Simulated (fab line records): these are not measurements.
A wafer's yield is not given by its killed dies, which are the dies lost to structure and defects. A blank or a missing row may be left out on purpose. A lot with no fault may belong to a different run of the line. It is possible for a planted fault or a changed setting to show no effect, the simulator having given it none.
Which tool did it? ; flow gf180mcu ; 13 lots, 39 wafers sampled, at 1 step of a route of 602

WHAT THE GAUGES READ, wafer by wafer
GF_V3_RS_MEAS_24: a four-point-probe measurement. Usual: V3_W_RS gives 0.327 ohm/sq (standard deviation 0.0044).
lot;measured;on;V3_W_RS (ohm/sq);flag
L336;day 23 06:53;film-metro-03;0.338 0.335 0.336;
L338;day 24 05:50;film-metro-01;0.338 0.338 0.335;
L339;day 24 13:29;film-metro-01;0.327 0.322 0.325;
L343;day 25 23:23;film-metro-02;0.325 0.327 0.325;
L344;day 26 07:58;film-metro-03;0.329 0.329 0.328;
L346;day 26 20:36;film-metro-02;0.330 0.326 0.326;
L347;day 27 05:32;film-metro-03;0.326 0.325 0.323;
L349;day 27 21:14;film-metro-01;0.326 0.330 0.326;
L348;day 27 22:29;film-metro-02;0.330 0.330 0.333;
L353;day 29 01:23;film-metro-02;0.330 0.333 0.329;
L354;day 29 01:40;film-metro-01;0.326 0.320 0.327;
L355;day 29 13:15;film-metro-03;0.322 0.322 0.321;
L356;day 29 15:22;film-metro-03;0.329 0.328 0.325;

WHICH TOOL RAN EACH LOT (tool, then ch and the chambers of the sampled wafers, then the start)
The record holds no process step before these readings.

AS READ BY THE TOOLS THEMSELVES (means over the sampled wafers that have a number; for cases with no such wafer, the mark the record gives instead)
The record holds no such reading with a usual standard deviation.

THE ANSWER, worked out from the rows above alone
Rule: take the mean of a lot's wafers that have a number; if it is more than 3 standard deviations from the usual mean, the lot is off. A lot without any number at a reading at which 4 lots or more have one is off too. All remaining lots with rows at the step are treated as sound. First the gauges in route order, then the tools' own readings, where a lot's mean is used as printed above. The first step at which some lot is off is used, and at that step the reading that is off furthest; a lot without a number counts as furthest.
None of the lots is off at any reading shown; this tells nothing.

WHAT THE SIMULATOR HAD PUT IN
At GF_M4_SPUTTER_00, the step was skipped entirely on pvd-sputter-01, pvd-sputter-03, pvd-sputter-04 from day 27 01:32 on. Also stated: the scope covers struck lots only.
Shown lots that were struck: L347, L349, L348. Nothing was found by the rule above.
